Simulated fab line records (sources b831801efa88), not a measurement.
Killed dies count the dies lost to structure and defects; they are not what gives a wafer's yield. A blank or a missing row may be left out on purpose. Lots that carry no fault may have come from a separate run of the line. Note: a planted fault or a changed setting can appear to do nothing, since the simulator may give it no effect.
2 desks looking at one fault + flow gf180mcu + each desk holds nothing but its own numbers, with what lay behind them at the end

## DESK OF THE TOOL OWNER: plasmaAsher-02
The tool's own readings at GF_HV_LDD_STRIP_49 (strips in O2/N2): means of the sampled wafers that have a number, for each lot that ran on this tool. A lot is out of limits, marked OUT, if its mean lies more than 4 standard deviations from the usual mean; the brackets give that distance.
Columns: A = chamberPressureMTorr at GF_HV_LDD_STRIP_49, usual 1500.0 mTorr; B = drypumpMotorCurrentA at GF_HV_LDD_STRIP_49, usual 5.91 A; C = heaterPowerW at GF_HV_LDD_STRIP_49, usual 340 W; D = oesProductAu at GF_HV_LDD_STRIP_49, usual 0.716 a.u.; E = stripTimeToEndpointS at GF_HV_LDD_STRIP_49, usual 12.62 s
| lot  | first seen here | A      | B    | C   | D     | E     |
|------|-----------------|--------|------|-----|-------|-------|
| L362 | day 12 17:27    | 1500.4 | 5.93 | 313 | 0.716 | 12.66 |
| L368 | day 15 17:02    | 1501.5 | 5.92 | 317 | 0.718 | 12.62 |
| L371 | day 16 13:11    | 1500.0 | 5.89 | 278 | 0.715 | 12.70 |
| L383 | day 19 18:59    | 1500.5 | 5.91 | 313 | 0.714 | 12.66 |
This desk's finding: nothing out of limits on any of the 4 lots.

## AT THE METROLOGY DESK
What the gauges read, lot by lot, whatever tool the lot ran on: means of the sampled wafers that have a number. A lot is out of limits, marked OUT, if its mean lies more than 4 standard deviations from the usual mean; the brackets give that distance.
Columns: A = V2_CVD_00_THK at GF_V2_THK_MEAS_01, usual 599 nm; B = V2_BOW at GF_V2_BOW_MEAS_05, usual 99 um
| lot  | first seen here | A   | B   |
|------|-----------------|-----|-----|
| L361 | day 19 14:04    | 597 | 90  |
| L362 | day 19 15:25    | 608 | 96  |
| L365 | day 21 16:22    | 598 | 96  |
| L366 | day 21 16:43    | 608 | 94  |
| L367 | day 22 23:55    | 597 | 88  |
| L368 | day 23 00:53    | 599 | 107 |
| L370 | day 23 18:09    | 596 | 97  |
| L371 | day 23 20:29    | 586 | 98  |
| L380 | day 25 18:22    | 601 | 97  |
| L381 | day 26 03:13    | 606 | 100 |
| L382 | day 26 09:06    | 594 | 100 |
| L383 | day 26 18:02    | 605 | 106 |
This desk's finding: nothing out of limits on any of the 12 lots.

## ALL TOGETHER
The desk of the tool owner found nothing out of limits.
Metrology desk: nothing out of limits seen.

## WHAT THE SIMULATOR HAD INSERTED
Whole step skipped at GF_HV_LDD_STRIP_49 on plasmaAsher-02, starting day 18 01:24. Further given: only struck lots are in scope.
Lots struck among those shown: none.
